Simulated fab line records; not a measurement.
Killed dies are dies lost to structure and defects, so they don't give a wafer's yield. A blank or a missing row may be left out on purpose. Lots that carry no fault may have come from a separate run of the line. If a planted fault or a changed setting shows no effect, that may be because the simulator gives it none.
Comparing a struck lot with a sound one	flow sfq-line	14 steps out of a route of 325
Sound: these wafers, L767.2, L767.3, L767.5. The struck wafers were L776.3, L776.4, L776.6. The cause comes at the end.
Order at every step that has rows: each side's tool, ch and its chambers, its first start. Under that, the readings that differ: sound wafers	struck wafers	difference of the means	sigmas: that difference in standard deviations of wafers without a fault.
alike: a reading whose means differ by less than 2 such deviations, as well as words and numbers matching on both sides. not compared: withheld readings; readings where some wafer has no value; bounds like >300 that might hide an equal value; numbers whose values overlap and for which the record gives no deviation.
The two part at a step that has a row with sigmas, a row that says differs or no value, or rows on one side only. When numbers do not overlap yet have no deviation, they are printed without sigmas and do not part them. A reading missing from all wafers of one side parts the sides only when that side holds two or more wafers.

first, 3 steps without rows for these wafers: SFQ_TRILAYER_I4_VIA_LITHO_EXPOSE_104 (exposes mask I4, target cd 700 nm); SFQ_TRILAYER_I4_VIA_LITHO_PEB_106 (peb time 60 s); SFQ_TRILAYER_I4_VIA_LITHO_DEVELOP_105 (time 60 s).
SFQ_I4_OVL_MEAS_928:
  struck on overlay-02, day 50 19:35; sound on overlay-01, day 48 10:52
  alike: I4_OVL
SFQ_TRILAYER_I4_VIA_BARC_OPEN_VIA_ETCH_146: etches BARC in O2, target depth 125 nm, time 41.7 s.
  sound on rie-diel-04 ch 2,3, day 48 10:54; struck on rie-diel-03 ch 0,2,3, day 50 19:37
  alike: drypump-motor-current-A, oes-product-au
  not compared: rf-hours-counter-h
SFQ_TRILAYER_I4_VIA_ETCH_VIA_ETCH_106: etches SiO2 in CHF3, stops on Nb, target depth 260 nm.
  sound on rie-diel-04 ch 2,3, day 48 10:56; struck on rie-diel-03 ch 0,2,3, day 50 19:40
  alike: drypump-motor-current-A, oes-product-au
SFQ_TRILAYER_I4_VIA_STRIP_STRIP_107: strips in O2.
  sound on rie-metal-02 ch 0, day 48 11:03; struck on rie-metal-04 ch 0,1, day 50 19:58
  alike: drypump-motor-current-A, oes-product-au
  not compared: rf-hours-counter-h
then, 2 steps without rows for these wafers: SFQ_TRILAYER_I4_VIA_STRIP_SOLV_CLEAN_108 (cleans in NMP, time 600 s); SFQ_TRILAYER_JJ_TRILAYER_DEP_PRE_CLEAN_113 (time 22.5 s).
SFQ_TRILAYER_JJ_TRILAYER_DEP_SPUTTER_109: material Nb, target thk 150 nm, time 100 s.
  struck on pvd-sputter-05, day 50 20:35; sound on pvd-sputter-04, day 48 11:51
  alike: chamber-pressure-pa, throttle-valve-pct
SFQ_TRILAYER_JJ_TRILAYER_DEP_SPUTTER_110: material Al, target thk 8 nm, time 10 s.
  struck on pvd-sputter-05, day 50 20:39; sound on pvd-sputter-04, day 48 11:56
  alike: chamber-pressure-pa, throttle-valve-pct
then, 1 step without rows for these wafers: SFQ_TRILAYER_JJ_TRILAYER_DEP_AL_OXIDATION_111 (oxidation time 600 s).
SFQ_TRILAYER_JJ_TRILAYER_DEP_SPUTTER_112: material Nb, target thk 170 nm, time 113.3 s.
  struck on pvd-sputter-05, day 50 21:40; sound on pvd-sputter-04, day 48 12:57
reading	sound	struck	difference	sigmas
chamber-pressure-pa (Pa)	0.13317 0.13307 0.13303	0.13852 0.13897 0.13893	+0.00572	+22
  alike: throttle-valve-pct
SFQ_JJ_RS_MEAS_929: the measuring method here is four-point-probe.
  struck on film-metro-03, day 50 21:47; sound on film-metro-04, day 48 13:03
  alike: JJ_NB_RS

== WHERE THEY PART ==
Only at SFQ_TRILAYER_JJ_TRILAYER_DEP_SPUTTER_112, as far as this record shows. Later steps at which nothing parts them and some readings are alike: SFQ_JJ_RS_MEAS_929.

WHY: whatever the simulator had introduced
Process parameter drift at SFQ_TRILAYER_JJ_TRILAYER_DEP_SPUTTER_112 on pvd-sputter-05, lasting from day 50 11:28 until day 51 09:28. From 0.1333, the setting chamber-pressure-pa moved by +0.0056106. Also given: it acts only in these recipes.
